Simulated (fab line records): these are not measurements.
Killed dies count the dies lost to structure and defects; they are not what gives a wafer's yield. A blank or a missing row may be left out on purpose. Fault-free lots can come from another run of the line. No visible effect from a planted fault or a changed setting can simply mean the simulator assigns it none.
Problem report in the 8D (eight disciplines) form, filled by code ; flow gf180mcu ; the parts of the form that need people (team, actions taken, sign-off) are left out

## 1. WHAT IS WRONG
V1_CVD_02_THK at GF_V1_THK_MEAS_03 reads a mean of 788 nm on 6 wafers of 2 lots; wafers without a fault read 852 nm with a standard deviation of 11. Measured from the usual mean, that is -5.8 standard deviations.
Earliest sighting: wafer L204.2 on film metro-01 at day 21 21:41. At this step, 33 wafers from 11 lots have a number in the record. By rule, "out" or "out of limits" means more than 4 standard deviations away from the usual mean. The other wafers with a number count as sound.

## 2. WHAT IT IS; WHAT IT IS NOT
question;is;is not
which readings at this step;V1_CVD_02_THK;-
which lots;L204, L205;L193, L194, L196, L207, L208, L210, L211, L213, L215
which wafers of those lots;all that have a number;-
read on which gauges;film metro-01;film metro-02, film metro-03
when;from day 21 21:41;"up to then (9 sound wafers); but 18 sound wafers of L207, L208, L210, L211, L213, L215 came after"

## 3. WHAT RULES OUT EACH SUSPECT
Counting: any tool at a process step up to the reading is kept as a suspect provided that every lot that is out went through it and no sound lot did after the first of them.
- the gauge at GF_V1_THK_MEAS_03 has been ruled out. All the wafers that are out were read on film metro-01, but those of them that GF_V1_CVD_02 has rows for are out there too, on other tools.
- pecvd-02 at GF_V1_CVD_02 (deposits SiO2 from TEOS, target thk 850 nm, time 94.851 s): kept. It processed each lot that is out, first L204 at day 21 21:37, and no sound lot thereafter; up to then, the last sound lot it processed was L194 at day 17 16:32. On those wafers its own readings are out: run length s.
Remaining after the count: pecvd-02 at GF_V1_CVD_02.

## 4. THE CAUSE (what the simulator had put in)
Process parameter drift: pecvd-02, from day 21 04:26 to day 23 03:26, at GF_V1_CVD_02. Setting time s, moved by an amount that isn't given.
Only this tool survived the counting.

## 5. THE EFFECT CHAIN, in route order
Each row: a reading where the mean over the struck wafers with a number is more than 3 standard deviations away from the usual. Only readings whose record carries a usual standard deviation are examined. hours: median over the lots of the time between each lot's start at the first step of this table that gives one and its start at this step. sigmas: the change, counted in usual standard deviations.
hours;step;reading;usual;on struck wafers;change;sigmas
0;GF_V1_CVD_02;run length s;122.6 s;114.5;-8.1;-12
0;GF_V1_THK_MEAS_03;V1_CVD_02_THK;852 nm;788;-64;-5.8
4;GF_V1_CMP_04;time to endpoint s;81 s;55;-26;-3.9
Process steps it contains:
- GF_V1_CVD_02: deposits SiO2 from TEOS, target thk 850 nm, time 94.851 s.
- GF_V1_CMP_04: polishes SiO2.

## 6. WHAT WOULD HAVE CAUGHT IT SOONER
The first out-of-limits reading at a measuring or inspecting step in this record came at day 21 21:41, 17 hours after the fault's start at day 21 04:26.
The tool's own readings at GF_V1_CVD_02 were out on every struck wafer that the step has a row for (run length s): an alarm limit on them would have fired on the first of those.
Among the 2 lots that are out, L205 began GF_V1_CVD_02 on pecvd-02 after day 21 21:41. A hold on the tool at that time would have spared it.
